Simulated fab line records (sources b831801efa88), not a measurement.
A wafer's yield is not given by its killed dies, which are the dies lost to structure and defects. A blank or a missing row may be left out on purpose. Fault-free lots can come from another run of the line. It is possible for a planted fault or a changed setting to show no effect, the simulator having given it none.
A lot that was struck, set against a sound lot    flow sky130    14 steps out of a route of 708
Sound: wafers L391.1, L391.2, L391.4. The struck wafers were L411.3, L411.5, L411.6. The cause comes at the end.
Order at every step that has rows: each side's tool, ch and its chambers, its first start. Under that, the readings that differ: sound wafers    struck wafers    difference of the means    sigmas: that difference in standard deviations of wafers without a fault.
alike: words and numbers the same on both sides, and readings whose means are apart by under 2 such deviations; not compared: readings that were withheld, readings missing a value for some wafer, numbers with overlapping values and no deviation given by the record, and bounds like >300 which may hide the same value.
A row with sigmas, a row that says differs or no value, or rows on one side alone: a step with any of these is where the two part. Numbers that don't overlap but have no deviation are shown without sigmas and don't part them. A reading missing from all wafers of one side parts the sides only when that side holds two or more wafers.

SKY_CAP2M_OVL_MEAS_12:
  struck on overlay-02, day 46 18:38; sound on overlay-02, day 41 11:23
reading         sound          struck       difference  sigmas
CAP2M_OVL (nm)  0.6 -1.3 -1.5  2.8 1.8 2.7  +3.2        +2
SKY_CAP2M_METAL_ETCH_13: etches TiN in Cl2/BCl3, stops on SiO2, target depth 220 nm, time 62.9 s.
  sound on rie_metal-02 ch 0,1, day 41 11:26; struck on rie_metal-04 ch 0,1, day 46 18:41
  alike: drypump_motor_current_A, mfc_cl2_sccm, oes_product_au, rf_fwd_power_W, throttle_valve_pct
  not compared: rf_hours_counter_h
SKY_CAP2M_STRIP_14: strips in O2/N2.
  sound on plasma_asher-04 ch 0,1, day 41 11:30; struck on plasma_asher-02 ch 0,1, day 46 18:46
  alike: drypump_motor_current_A, o2_flow_sccm, oes_product_au, strip_time_to_endpoint_s
  not compared: rf_hours_counter_h
then, 9 steps without rows for these wafers: SKY_CAP2M_STRIP_15 (strips in post etch residue remover, time 1200 s); SKY_CAP2M_CLEAN_16 (cleans in IPA, time 180 s); SKY_CAP2M_CLEAN_17 (cleans in O3/DIW); SKY_METAL4_DEHYDRATE_05 (time 60 s); SKY_METAL4_HMDS_06 (prime time 60 s); SKY_METAL4_COAT_07 (resist thk 60 nm); SKY_METAL4_COAT_08 (resist thk 1140 nm); SKY_METAL4_SOFTBAKE_09 (time 90 s); SKY_METAL4_EXPOSE_10 (exposes mask MM4, target cd 300 nm).
SKY_METAL4_PEB_11:
  struck on litho_track-02, day 47 15:00; sound on litho_track-02 ch 0, day 42 11:00
reading          sound           struck  difference                     sigmas
exhaust_pa (Pa)  44.8 43.9 45.8  - - -   no value on the struck wafers  
  not compared: chill_plate_temp_C
then, 1 step without rows for these wafers: SKY_METAL4_DEVELOP_12 (develop time 60 s).

WHERE THEY PART
Last at SKY_METAL4_PEB_11 as far as this record goes, first at SKY_CAP2M_OVL_MEAS_12.

WHY: what had been put in by the simulator
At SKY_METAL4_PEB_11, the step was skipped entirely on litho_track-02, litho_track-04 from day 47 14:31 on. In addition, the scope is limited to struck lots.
